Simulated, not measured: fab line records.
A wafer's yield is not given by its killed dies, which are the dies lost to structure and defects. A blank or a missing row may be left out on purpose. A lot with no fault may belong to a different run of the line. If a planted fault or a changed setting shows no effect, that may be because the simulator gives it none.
Which of the tools did it? || flow sfq_line || 15 lots with 45 wafers sampled at 4 steps, on a route of 325 steps

WHAT THE GAUGES SHOWED, per wafer
The record lacks any reading of a measuring or inspecting step that a usual standard deviation could be used to judge.

TOOL THAT RAN EACH LOT (tool first, then ch and the chambers of the sampled wafers, then the start)
{"lot": "L597", "SFQ_TRILAYER_I3_DEP_PECVD_081": "pecvd-04 ch 0,1, day 28 22:11", "SFQ_TRILAYER_A5B_METRO_MEASURE_131": "film_metro-01, day 56 10:35", "SFQ_TRILAYER_I6_VIA_LITHO_EXPOSE_170": "krf_scanner-02 ch 0, day 78 04:16", "SFQ_TRILAYER_I7_VIA_BARC_OPEN_VIA_ETCH_260": "rie_diel-04 ch 0,1,2, day 82 07:53"}
{"lot": "L598", "SFQ_TRILAYER_I3_DEP_PECVD_081": "pecvd-03 ch 0,1, day 30 10:14", "SFQ_TRILAYER_A5B_METRO_MEASURE_131": "film_metro-04, day 56 12:11", "SFQ_TRILAYER_I6_VIA_LITHO_EXPOSE_170": "krf_scanner-02 ch 0, day 78 07:04", "SFQ_TRILAYER_I7_VIA_BARC_OPEN_VIA_ETCH_260": "rie_diel-02 ch 0,3, day 82 10:53"}
{"lot": "L599", "SFQ_TRILAYER_I3_DEP_PECVD_081": "pecvd-02 ch 1,2, day 32 15:25", "SFQ_TRILAYER_A5B_METRO_MEASURE_131": "film_metro-04, day 56 19:38", "SFQ_TRILAYER_I6_VIA_LITHO_EXPOSE_170": "krf_scanner-02 ch 0, day 78 09:16", "SFQ_TRILAYER_I7_VIA_BARC_OPEN_VIA_ETCH_260": "rie_diel-01 ch 0,2,3, day 82 13:55"}
{"lot": "L600", "SFQ_TRILAYER_I3_DEP_PECVD_081": "pecvd-03 ch 0,1, day 32 17:11", "SFQ_TRILAYER_A5B_METRO_MEASURE_131": "film_metro-04, day 56 22:53", "SFQ_TRILAYER_I6_VIA_LITHO_EXPOSE_170": "krf_scanner-02 ch 0, day 78 10:16", "SFQ_TRILAYER_I7_VIA_BARC_OPEN_VIA_ETCH_260": "rie_diel-04 ch 0,1,3, day 82 15:54"}
{"lot": "L601", "SFQ_TRILAYER_I3_DEP_PECVD_081": "pecvd-02 ch 0,2, day 32 17:49", "SFQ_TRILAYER_A5B_METRO_MEASURE_131": "film_metro-04, day 57 01:31", "SFQ_TRILAYER_I6_VIA_LITHO_EXPOSE_170": "krf_scanner-02 ch 0, day 78 11:40", "SFQ_TRILAYER_I7_VIA_BARC_OPEN_VIA_ETCH_260": "rie_diel-02 ch 1,2,3, day 82 18:54"}
{"lot": "L602", "SFQ_TRILAYER_I3_DEP_PECVD_081": "pecvd-03 ch 0,2, day 32 19:48", "SFQ_TRILAYER_A5B_METRO_MEASURE_131": "film_metro-04, day 57 07:38", "SFQ_TRILAYER_I6_VIA_LITHO_EXPOSE_170": "krf_scanner-02 ch 0, day 78 14:04", "SFQ_TRILAYER_I7_VIA_BARC_OPEN_VIA_ETCH_260": "rie_diel-04 ch 0,1,3, day 82 21:54"}
{"lot": "L603", "SFQ_TRILAYER_I3_DEP_PECVD_081": "pecvd-02 ch 0,1,2, day 34 19:49", "SFQ_TRILAYER_A5B_METRO_MEASURE_131": "film_metro-01, day 57 12:39", "SFQ_TRILAYER_I6_VIA_LITHO_EXPOSE_170": "krf_scanner-01 ch 0, day 81 22:06", "SFQ_TRILAYER_I7_VIA_BARC_OPEN_VIA_ETCH_260": "rie_diel-01 ch 0,1,3, day 86 16:44"}
{"lot": "L608", "SFQ_TRILAYER_I3_DEP_PECVD_081": "pecvd-03 ch 0,1, day 37 05:34", "SFQ_TRILAYER_A5B_METRO_MEASURE_131": "film_metro-01, day 58 06:38", "SFQ_TRILAYER_I6_VIA_LITHO_EXPOSE_170": "krf_scanner-01, day 82 15:42", "SFQ_TRILAYER_I7_VIA_BARC_OPEN_VIA_ETCH_260": "rie_diel-04 ch 2,3, day 87 04:35"}
{"lot": "L609", "SFQ_TRILAYER_I3_DEP_PECVD_081": "pecvd-03 ch 0,1,2, day 38 15:37", "SFQ_TRILAYER_A5B_METRO_MEASURE_131": "film_metro-03, day 59 11:32", "SFQ_TRILAYER_I6_VIA_LITHO_EXPOSE_170": "krf_scanner-01, day 82 23:06", "SFQ_TRILAYER_I7_VIA_BARC_OPEN_VIA_ETCH_260": "rie_diel-01 ch 2,3, day 87 10:20"}
{"lot": "L610", "SFQ_TRILAYER_I3_DEP_PECVD_081": "pecvd-02 ch 0,1, day 38 18:01", "SFQ_TRILAYER_A5B_METRO_MEASURE_131": "film_metro-01, day 59 16:49", "SFQ_TRILAYER_I6_VIA_LITHO_EXPOSE_170": "krf_scanner-01, day 83 03:42", "SFQ_TRILAYER_I7_VIA_BARC_OPEN_VIA_ETCH_260": "rie_diel-02 ch 0,2,3, day 87 13:56"}
{"lot": "L613", "SFQ_TRILAYER_I3_DEP_PECVD_081": "pecvd-03 ch 0,1,2, day 39 09:44", "SFQ_TRILAYER_A5B_METRO_MEASURE_131": "film_metro-01, day 60 08:13", "SFQ_TRILAYER_I6_VIA_LITHO_EXPOSE_170": "krf_scanner-01 ch 0, day 84 02:18", "SFQ_TRILAYER_I7_VIA_BARC_OPEN_VIA_ETCH_260": "rie_diel-01 ch 0,1,3, day 88 04:21"}
{"lot": "L614", "SFQ_TRILAYER_I3_DEP_PECVD_081": "pecvd-04 ch 0,1, day 39 11:41", "SFQ_TRILAYER_A5B_METRO_MEASURE_131": "film_metro-03, day 60 10:48", "SFQ_TRILAYER_I6_VIA_LITHO_EXPOSE_170": "krf_scanner-01 ch 0, day 84 08:30", "SFQ_TRILAYER_I7_VIA_BARC_OPEN_VIA_ETCH_260": "rie_diel-02 ch 0,1,2, day 88 07:56"}
{"lot": "L615", "SFQ_TRILAYER_I3_DEP_PECVD_081": "pecvd-03 ch 0,1, day 39 15:17", "SFQ_TRILAYER_A5B_METRO_MEASURE_131": "film_metro-04, day 60 11:37", "SFQ_TRILAYER_I6_VIA_LITHO_EXPOSE_170": "krf_scanner-01 ch 0, day 84 11:06", "SFQ_TRILAYER_I7_VIA_BARC_OPEN_VIA_ETCH_260": "rie_diel-01 ch 0,1, day 88 10:56"}
{"lot": "L617", "SFQ_TRILAYER_I3_DEP_PECVD_081": "pecvd-04 ch 0,1, day 40 01:47", "SFQ_TRILAYER_A5B_METRO_MEASURE_131": "film_metro-01, day 60 22:48", "SFQ_TRILAYER_I6_VIA_LITHO_EXPOSE_170": "krf_scanner-01 ch 0, day 84 20:30", "SFQ_TRILAYER_I7_VIA_BARC_OPEN_VIA_ETCH_260": "rie_diel-01 ch 0,1,3, day 89 02:58"}
{"lot": "L618", "SFQ_TRILAYER_I3_DEP_PECVD_081": "pecvd-02 ch 1,2, day 40 09:14", "SFQ_TRILAYER_A5B_METRO_MEASURE_131": "film_metro-01, day 61 01:48", "SFQ_TRILAYER_I6_VIA_LITHO_EXPOSE_170": "krf_scanner-01 ch 0, day 84 22:54", "SFQ_TRILAYER_I7_VIA_BARC_OPEN_VIA_ETCH_260": "rie_diel-04 ch 0,3, day 89 04:10"}
- SFQ_TRILAYER_I3_DEP_PECVD_081: deposits SiO2 from SiH4/N2O, time 111.11 s, target thk 500 nm.
- SFQ_TRILAYER_A5B_METRO_MEASURE_131
- SFQ_TRILAYER_I6_VIA_LITHO_EXPOSE_170: exposes mask I6, target cd 700 nm.
- SFQ_TRILAYER_I7_VIA_BARC_OPEN_VIA_ETCH_260: etches BARC in O2, target depth 125 nm, time 41.7 s.

AS READ BY THE TOOLS THEMSELVES (means over the sampled wafers that have a number; for cases with no such wafer, the mark the record gives instead)
SFQ_TRILAYER_I3_DEP_PECVD_081. Usual: heater_power_w 85 W, standard deviation 17; throttle_valve_pct 26.2 %, standard deviation 1.7.
{"lot": "L597", "tool": "pecvd-04", "heater_power_w (W)": 75, "throttle_valve_pct (%)": 24.6, "flag": ""}
{"lot": "L598", "tool": "pecvd-03", "heater_power_w (W)": 105, "throttle_valve_pct (%)": 25.8, "flag": ""}
{"lot": "L599", "tool": "pecvd-02", "heater_power_w (W)": 69, "throttle_valve_pct (%)": 27.8, "flag": ""}
{"lot": "L600", "tool": "pecvd-03", "heater_power_w (W)": 101, "throttle_valve_pct (%)": 26.7, "flag": ""}
{"lot": "L601", "tool": "pecvd-02", "heater_power_w (W)": 67, "throttle_valve_pct (%)": 26.8, "flag": ""}
{"lot": "L602", "tool": "pecvd-03", "heater_power_w (W)": 106, "throttle_valve_pct (%)": 26.9, "flag": ""}
{"lot": "L603", "tool": "pecvd-02", "heater_power_w (W)": 70, "throttle_valve_pct (%)": 27.5, "flag": ""}
{"lot": "L608", "tool": "pecvd-03", "heater_power_w (W)": 100, "throttle_valve_pct (%)": 25.8, "flag": ""}
{"lot": "L609", "tool": "pecvd-03", "heater_power_w (W)": 101, "throttle_valve_pct (%)": 26.0, "flag": ""}
{"lot": "L610", "tool": "pecvd-02", "heater_power_w (W)": 69, "throttle_valve_pct (%)": 28.4, "flag": ""}
{"lot": "L613", "tool": "pecvd-03", "heater_power_w (W)": 103, "throttle_valve_pct (%)": 26.2, "flag": ""}
{"lot": "L614", "tool": "pecvd-04", "heater_power_w (W)": 80, "throttle_valve_pct (%)": 25.0, "flag": ""}
{"lot": "L615", "tool": "pecvd-03", "heater_power_w (W)": 112, "throttle_valve_pct (%)": 26.6, "flag": ""}
{"lot": "L617", "tool": "pecvd-04", "heater_power_w (W)": 76, "throttle_valve_pct (%)": 25.0, "flag": ""}
{"lot": "L618", "tool": "pecvd-02", "heater_power_w (W)": 65, "throttle_valve_pct (%)": 26.9, "flag": ""}

SFQ_TRILAYER_A5B_METRO_MEASURE_131. Usual: thk_nm at 341 nm, with a standard deviation of 5.
{"lot": "L597", "tool": "film_metro-01", "thk_nm (nm)": 335, "flag": ""}
{"lot": "L598", "tool": "film_metro-04", "thk_nm (nm)": 342, "flag": ""}
{"lot": "L599", "tool": "film_metro-04", "thk_nm (nm)": 348, "flag": ""}
{"lot": "L600", "tool": "film_metro-04", "thk_nm (nm)": 340, "flag": ""}
{"lot": "L601", "tool": "film_metro-04", "thk_nm (nm)": 341, "flag": ""}
{"lot": "L602", "tool": "film_metro-04", "thk_nm (nm)": 344, "flag": ""}
{"lot": "L603", "tool": "film_metro-01", "thk_nm (nm)": 344, "flag": ""}
{"lot": "L608", "tool": "film_metro-01", "thk_nm (nm)": 341, "flag": ""}
{"lot": "L609", "tool": "film_metro-03", "thk_nm (nm)": 341, "flag": ""}
{"lot": "L610", "tool": "film_metro-01", "thk_nm (nm)": 336, "flag": ""}
{"lot": "L613", "tool": "film_metro-01", "thk_nm (nm)": 347, "flag": ""}
{"lot": "L614", "tool": "film_metro-03", "thk_nm (nm)": 340, "flag": ""}
{"lot": "L615", "tool": "film_metro-04", "thk_nm (nm)": 338, "flag": ""}
{"lot": "L617", "tool": "film_metro-01", "thk_nm (nm)": 339, "flag": ""}
{"lot": "L618", "tool": "film_metro-01", "thk_nm (nm)": 343, "flag": ""}

SFQ_TRILAYER_I6_VIA_LITHO_EXPOSE_170. Usual: exposure_dose_mJ_cm2 21.299, standard deviation 0.022; focus_offset_nm 0.0 nm, standard deviation 0.53.
{"lot": "L597", "tool": "krf_scanner-02", "exposure_dose_mJ_cm2": 21.285, "focus_offset_nm (nm)": -0.5, "flag": ""}
{"lot": "L598", "tool": "krf_scanner-02", "exposure_dose_mJ_cm2": 21.295, "focus_offset_nm (nm)": 0.4, "flag": ""}
{"lot": "L599", "tool": "krf_scanner-02", "exposure_dose_mJ_cm2": 21.328, "focus_offset_nm (nm)": 0.3, "flag": ""}
{"lot": "L600", "tool": "krf_scanner-02", "exposure_dose_mJ_cm2": 21.284, "focus_offset_nm (nm)": 0.3, "flag": ""}
{"lot": "L601", "tool": "krf_scanner-02", "exposure_dose_mJ_cm2": 21.289, "focus_offset_nm (nm)": 0.5, "flag": ""}
{"lot": "L602", "tool": "krf_scanner-02", "exposure_dose_mJ_cm2": 21.306, "focus_offset_nm (nm)": -0.6, "flag": ""}
{"lot": "L603", "tool": "krf_scanner-01", "exposure_dose_mJ_cm2": 21.333, "focus_offset_nm (nm)": -0.4, "flag": ""}
{"lot": "L608", "tool": "krf_scanner-01", "exposure_dose_mJ_cm2": "-", "focus_offset_nm (nm)": "-", "flag": "OFF"}
{"lot": "L609", "tool": "krf_scanner-01", "exposure_dose_mJ_cm2": "-", "focus_offset_nm (nm)": "-", "flag": "OFF"}
{"lot": "L610", "tool": "krf_scanner-01", "exposure_dose_mJ_cm2": "-", "focus_offset_nm (nm)": "-", "flag": "OFF"}
{"lot": "L613", "tool": "krf_scanner-01", "exposure_dose_mJ_cm2": 21.310, "focus_offset_nm (nm)": 0.1, "flag": ""}
{"lot": "L614", "tool": "krf_scanner-01", "exposure_dose_mJ_cm2": 21.299, "focus_offset_nm (nm)": -0.9, "flag": ""}
{"lot": "L615", "tool": "krf_scanner-01", "exposure_dose_mJ_cm2": 21.269, "focus_offset_nm (nm)": -0.1, "flag": ""}
{"lot": "L617", "tool": "krf_scanner-01", "exposure_dose_mJ_cm2": 21.321, "focus_offset_nm (nm)": 0.1, "flag": ""}
{"lot": "L618", "tool": "krf_scanner-01", "exposure_dose_mJ_cm2": 21.292, "focus_offset_nm (nm)": -0.1, "flag": ""}

SFQ_TRILAYER_I7_VIA_BARC_OPEN_VIA_ETCH_260. Usual: drypump_motor_current_A 5.9 A, standard deviation 0.59; oes_product_au 0.684 a.u., standard deviation 0.0046.
{"lot": "L597", "tool": "rie_diel-04", "drypump_motor_current_A (A)": 6.0, "oes_product_au (a.u.)": 0.684, "flag": ""}
{"lot": "L598", "tool": "rie_diel-02", "drypump_motor_current_A (A)": 5.2, "oes_product_au (a.u.)": 0.684, "flag": ""}
{"lot": "L599", "tool": "rie_diel-01", "drypump_motor_current_A (A)": 5.8, "oes_product_au (a.u.)": 0.684, "flag": ""}
{"lot": "L600", "tool": "rie_diel-04", "drypump_motor_current_A (A)": 5.8, "oes_product_au (a.u.)": 0.686, "flag": ""}
{"lot": "L601", "tool": "rie_diel-02", "drypump_motor_current_A (A)": 6.0, "oes_product_au (a.u.)": 0.682, "flag": ""}
{"lot": "L602", "tool": "rie_diel-04", "drypump_motor_current_A (A)": 5.8, "oes_product_au (a.u.)": 0.684, "flag": ""}
{"lot": "L603", "tool": "rie_diel-01", "drypump_motor_current_A (A)": 6.4, "oes_product_au (a.u.)": 0.685, "flag": ""}
{"lot": "L608", "tool": "rie_diel-04", "drypump_motor_current_A (A)": 5.9, "oes_product_au (a.u.)": 0.687, "flag": ""}
{"lot": "L609", "tool": "rie_diel-01", "drypump_motor_current_A (A)": 5.9, "oes_product_au (a.u.)": 0.686, "flag": ""}
{"lot": "L610", "tool": "rie_diel-02", "drypump_motor_current_A (A)": 5.8, "oes_product_au (a.u.)": 0.684, "flag": ""}
{"lot": "L613", "tool": "rie_diel-01", "drypump_motor_current_A (A)": 6.4, "oes_product_au (a.u.)": 0.685, "flag": ""}
{"lot": "L614", "tool": "rie_diel-02", "drypump_motor_current_A (A)": 5.8, "oes_product_au (a.u.)": 0.681, "flag": ""}
{"lot": "L615", "tool": "rie_diel-01", "drypump_motor_current_A (A)": 6.2, "oes_product_au (a.u.)": 0.681, "flag": ""}
{"lot": "L617", "tool": "rie_diel-01", "drypump_motor_current_A (A)": 6.4, "oes_product_au (a.u.)": 0.690, "flag": ""}
{"lot": "L618", "tool": "rie_diel-04", "drypump_motor_current_A (A)": 5.4, "oes_product_au (a.u.)": 0.681, "flag": ""}

THE ANSWER, worked out from the rows above alone
Rule: a lot is off if the mean of its wafers that have a number lies more than 3 standard deviations from the usual mean. Also off: a lot with no number at a reading for which 4 or more lots have one. Any other lot the step has rows for is counted as sound. The gauges are gone through in route order, then the tools' own readings, and for those a lot's mean is taken as printed above. At the first step where some lot is off, the reading lying furthest off is the one used; lots without a number count as furthest.
Off at SFQ_TRILAYER_I6_VIA_LITHO_EXPOSE_170 (exposure_dose_mJ_cm2): L608, L609, L610. Without a number there: L608, L609, L610.
If a tool, at that step or one of the process steps before it, ran each lot that is off and ran no sound lot following the first of them, it fits. No candidate that was tried fits.

WHAT WAS PUT IN BY THE SIMULATOR
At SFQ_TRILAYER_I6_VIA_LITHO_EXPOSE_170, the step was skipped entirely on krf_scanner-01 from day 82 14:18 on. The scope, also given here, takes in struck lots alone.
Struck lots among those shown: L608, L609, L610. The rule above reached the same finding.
